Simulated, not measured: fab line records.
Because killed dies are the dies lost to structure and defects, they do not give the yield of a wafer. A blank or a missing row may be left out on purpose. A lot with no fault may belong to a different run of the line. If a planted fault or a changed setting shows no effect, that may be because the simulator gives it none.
A single fault, viewed from 2 desks :: flow gf180mcu :: only its own numbers are on each desk; what lay behind them is given at the end

== METROLOGY DESK ==
What the gauges read, lot by lot, whatever tool the lot ran on: means of the sampled wafers that have a number. The brackets show how far a lot's mean lies from the usual mean; more than 4 standard deviations puts the lot out of limits, marked OUT.
Columns: A = V2_OVL at GF_V2_OVL_MEAS_15, usual 0 nm; B = V2_W_RS at GF_V2_RS_MEAS_24, usual 0.328 ohm/sq; C = V2_W_THK at GF_V2_THK_MEAS_25, usual 355 nm
lot: L517
first seen here: day 21 01:43
A: 2
B: 0.333
C: 342

lot: L518
first seen here: day 21 15:59
A: -3
B: 0.334
C: 340

lot: L521
first seen here: day 22 16:29
A: 8
B: 0.323
C: 364

lot: L524
first seen here: day 23 13:23
A: 5
B: 0.324
C: 358

lot: L530
first seen here: day 25 13:56
A: -4
B: 0.329
C: 345

lot: L532
first seen here: day 26 05:58
A: 4
B: 0.326
C: 357
Finding of this desk: none of the 6 lots has anything out of limits.

== TOOL OWNER'S DESK, pvd-sputter-01 ==
The tool's own readings at GF_M3_SPUTTER_00 (material Ti, target thk 37.5 nm, time 150 s): means of the sampled wafers that have a number, for each lot that ran on this tool. The brackets show how far a lot's mean lies from the usual mean; more than 4 standard deviations puts the lot out of limits, marked OUT.
Columns: A = throttle-valve-pct at GF_M3_SPUTTER_00, usual 30.0 %
lot: L518
first seen here: day 21 17:23
A: 30.1

lot: L521
first seen here: day 22 17:55
A: 30.5

lot: L524
first seen here: day 23 14:47
A: 29.9
Finding of this desk: none of the 3 lots has anything out of limits.

== BROUGHT TOGETHER ==
At the metrology desk, nothing out of limits was observed.
The tool owner's desk saw nothing out of limits.

== WHAT THE SIMULATOR PUT IN ==
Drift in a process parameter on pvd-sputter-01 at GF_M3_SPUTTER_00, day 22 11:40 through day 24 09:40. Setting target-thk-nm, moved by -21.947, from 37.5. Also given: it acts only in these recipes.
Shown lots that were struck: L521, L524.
